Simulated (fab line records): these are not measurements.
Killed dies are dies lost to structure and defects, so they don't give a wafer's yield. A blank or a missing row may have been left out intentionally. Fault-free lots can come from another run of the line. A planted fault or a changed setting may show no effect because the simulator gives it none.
A lot that was struck, set against a sound lot | flow sky130 | 36 steps out of a route of 708
Sound: wafers L199.2, L199.3, L199.5. Struck: wafers L191.4, L191.5, L191.6. Last of all comes the cause.
For every step that has rows: the tool of each side, followed by ch and its chambers, followed by its first start. Under that, the readings that differ: sound wafers | struck wafers | difference of the means | sigmas: that difference in standard deviations of wafers without a fault.
alike: readings whose means differ by less than 2 such deviations, and words and numbers that are the same on both sides. not compared: withheld readings, readings that some wafer has no value for, bounds like >300 that may hide the same value, and numbers for which the record gives no deviation and whose values overlap.
A row with sigmas, a row that says differs or no value, or rows on one side alone: a step with any of these is where the two part. Numbers that have no deviation but don't overlap get no sigmas and don't part them. A reading that every wafer of one side lacks parts them only if that side has two wafers or more.

first, 10 steps without rows for these wafers: SKY_POLY_CUT_ETCH_10 (etches BARC in N2/H2, stops on SiO2, time 45.9 s, target depth 60 nm); SKY_POLY_CUT_ETCH_11 (etches Si3N4 in CF4/CH2F2/Ar, stops on poly-Si, time 42.5 s, target depth 60 nm); SKY_POLY_CUT_STRIP_12 (strips in O2/N2); SKY_SD_P_DEHYDRATE_00 (time 60 s); SKY_SD_P_HMDS_01 (prime time 60 s); SKY_SD_P_COAT_02 (resist thk 1140 nm); SKY_SD_P_SOFTBAKE_03 (time 60 s); SKY_SD_P_EXPOSE_04 (exposes mask PSDM, target cd 380 nm); SKY_SD_P_PEB_05; SKY_SD_P_DEVELOP_06 (develop time 60 s).
SKY_SD_P_IMPLANT_09:
  sound on implanter-03 ch 0, day 32 15:13; struck on implanter-02 ch 0, day 30 20:38
  reading       | sound                         | struck                        | difference | sigmas
  beam-on-s (s) | 13.3 13.2 13.8                | 26.2 26.0 26.0                | +12.6      | +7
  dose-ions-cm2 | 3.003e+15 3.007e+15 3.001e+15 | 4.327e+15 4.321e+15 4.322e+15 | +1.320e+15 | +99 or more
  alike: beam-energy-keV
SKY_SD_P_STRIP_10: strips in O2/N2.
  sound on plasma-asher-02 ch 0, day 32 15:21; struck on plasma-asher-01 ch 0,1, day 30 20:44
  reading                      | sound             | struck            | difference | sigmas
  oes-product-au (a.u.)        | 0.619 0.616 0.620 | 0.599 0.610 0.600 | -0.015     | -3
  strip-time-to-endpoint-s (s) | 17.57 17.53 17.50 | 18.25 18.27 18.29 | +0.74      | +19
  alike: drypump-motor-current-A
  not compared: rf-hours-counter-h
SKY_SD_P_TW_MEAS_11:
  sound on film-metro-04 at day 32 15:28; struck on film-metro-02 at day 30 20:50
  reading | sound          | struck         | difference | sigmas
  SD_P_TW | 2811 2820 2823 | 3000 2999 3012 | +186       | +9
then, 21 steps without rows for these wafers: SKY_RES_XHIGH_DEHYDRATE_00 (time 60 s); SKY_RES_XHIGH_HMDS_01 (prime time 60 s); SKY_RES_XHIGH_COAT_02 (resist thk 1140 nm); SKY_RES_XHIGH_SOFTBAKE_03 (time 60 s); SKY_RES_XHIGH_EXPOSE_04 (exposes mask URPM, target cd 1270 nm); SKY_RES_XHIGH_PEB_05; SKY_RES_XHIGH_DEVELOP_06 (develop time 60 s); SKY_RES_XHIGH_IMPLANT_07; SKY_RES_XHIGH_STRIP_08 (strips in O2/N2); SKY_SD_N_DEHYDRATE_00 (time 60 s); SKY_SD_N_HMDS_01 (prime time 60 s); SKY_SD_N_COAT_02 (resist thk 1140 nm); SKY_SD_N_SOFTBAKE_03 (time 60 s); SKY_SD_N_EXPOSE_04 (exposes mask NSDM, target cd 380 nm); SKY_SD_N_PEB_05; SKY_SD_N_DEVELOP_06 (develop time 60 s); SKY_SD_N_IMPLANT_09; SKY_SD_N_IMPLANT_10; SKY_SD_N_STRIP_11 (strips in O2/N2); SKY_SD_N_CLEAN_13 (cleans in SC1/SC2, time 150 s); SKY_SD_N_RTA_14 (time 2 s).
-- the record jumps here: 2 days lie between the struck wafers' starts before and after --
SKY_SD_N_RS_MEAS_17: the measuring method here is four-point-probe.
  sound on film-metro-04 at day 34 20:47; struck on film-metro-04 at day 33 04:16
  reading          | sound             | struck            | difference | sigmas
  SD_P_RS (ohm/sq) | 147.3 147.4 147.2 | 141.9 141.9 141.9 | -5.4       | -15
-- here the record skips 17 days between the struck wafers' starts before and after, leaving off in module SD_N and picking up in module PAD_OPEN (first step shown: number 708 of the route) --
SKY_PAD_OPEN_PROBE_99:
  sound on prober-02 at day 50 14:34; struck on prober-02 at day 49 16:31
  reading                             | sound             | struck            | difference | sigmas
  model.etest.res-high-po.line-ohm-um | 757.9 732.6 757.6 | 601.8 599.8 604.3 | -147.4     |
  model.etest.res-pdiff.line-ohm-um   | 1367 1376 1398    | 1249 1243 1236    | -138       |
  model.etest.pfet_01v8.r-on-ohm-um   | 2956 2921 3010    | 2810 2782 2765    | -177       |
  model.etest.licon-high-po.rc-ohm    | 357.7 338.4 369.3 | 246.9 241.6 241   | -112.0     |
  model.etest.licon-pdiff.rc-ohm      | 594.8 578.3 612.7 | 520.2 508.3 513.3 | -81.3      |
  model.etest.res-high-po.rs-ohm-sq   | 261.6 257.4 264.7 | 209.8 212.2 211.4 | -50.1      |
  model.etest.res-pdiff-hv.rs-ohm-sq  | 189.8 190.2 188.9 | 173.2 172.3 173.8 | -16.5      |
  model.etest.res-pdiff.rs-ohm-sq     | 196.8 195.2 197   | 180.7 181.6 179.6 | -15.7      |
  alike: killed_at_M0_to_M3, killed_at_M4_up, killed-at-contacts, killed-at-front-end, killed-at-other, killed-dies, killed-open, killed-short

WHERE THEY PART
At SKY_SD_P_IMPLANT_09 first; at SKY_SD_N_RS_MEAS_17 last (within this record only). Later steps at which nothing parts them and some readings are alike: SKY_PAD_OPEN_PROBE_99.

WHY: what the simulator had put in
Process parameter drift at SKY_SD_P_IMPLANT_09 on implanter-02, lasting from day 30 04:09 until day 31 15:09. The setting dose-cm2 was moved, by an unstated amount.
